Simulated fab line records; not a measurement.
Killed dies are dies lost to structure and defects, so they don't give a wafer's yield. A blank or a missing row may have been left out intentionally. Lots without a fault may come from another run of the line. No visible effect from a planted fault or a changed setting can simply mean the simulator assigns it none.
Problem report in the 8D (eight disciplines) form, filled by code / flow gf180mcu / the parts of the form that need people (team, actions taken, sign-off) are left out

1. WHAT IS WRONG
Wafers without a fault read 5.000 Pa, standard deviation 0.01; chamber_pressure_pa at GF_V4_SPUTTER_21 reads a mean of 4.337 Pa on 6 wafers belonging to 2 lots. That puts it -66 standard deviations away from the usual mean.
The step: material Ti, target thk 15 nm, time 80.02 s.
Earliest sighting: wafer L382.1 on pvd_sputter-02 at day 27 06:48. At this step, 18 wafers from 6 lots have a number in the record. The rule behind "out" and "out of limits": a value lying over 4 standard deviations away from the usual mean. The other wafers with a number count as sound.

2. WHAT IT IS, WHAT IT ISN'T
question=which readings at this step | is=chamber_pressure_pa | is not=-
question=which lots | is=L382, L386 | is not=L379, L381, L394, L396
question=which wafers of those lots | is=all that have a number | is not=-
question=read on which tools | is=pvd_sputter-02 | is not=pvd_sputter-01, pvd_sputter-03
question=when | is=from day 27 06:48 | is not=up to then (6 sound wafers); but 6 sound wafers of L394, L396 came after

3. WHAT RULES OUT EACH SUSPECT
Counting: a tool at any process step up to the reading remains a suspect when it ran all the lots that are out and ran no sound lot after the first of those.
- pvd_sputter-02 at GF_V4_SPUTTER_21 (material Ti, target thk 15 nm, time 80.02 s): kept. Every lot that is out went through it, starting with L382 (day 27 06:48), and after that it ran no sound lot; the last sound lot it ran before then is L381 (day 27 02:56). On those wafers its own readings are out: chamber_pressure_pa.
Left after counting: pvd_sputter-02 at GF_V4_SPUTTER_21.

4. THE CAUSE (what the simulator had put in)
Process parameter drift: pvd_sputter-02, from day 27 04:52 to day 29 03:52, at GF_V4_SPUTTER_21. The setting chamber_pressure_pa was moved by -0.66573, starting from 5. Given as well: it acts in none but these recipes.
Counting left only this tool.

5. THE CHAIN OF EFFECTS, in route order
Rows list readings where the struck wafers' mean (over those with a number) sits beyond 3 standard deviations from the usual. Readings are gone through only where the record gives a usual standard deviation; hours: the median, over the lots, of the time from a lot's start at the first step in this table giving one to that lot's start at this step; sigmas: the change measured in usual standard deviations.
hours=0; step=GF_V4_SPUTTER_21; reading=chamber_pressure_pa; usual=5.000 Pa; on struck wafers=4.337; change=-0.663; sigmas=-66
hours=0; step=GF_V4_SPUTTER_21; reading=throttle_valve_pct; usual=30.2 %; on struck wafers=32.7; change=+2.5; sigmas=+3.3
It contains these process steps:
- GF_V4_SPUTTER_21: material Ti, target thk 15 nm, time 80.02 s.

6. WHAT WOULD HAVE CAUGHT IT SOONER
In this record no reading fell out of limits until day 27 06:48, 2 hours after the fault had begun at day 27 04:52.
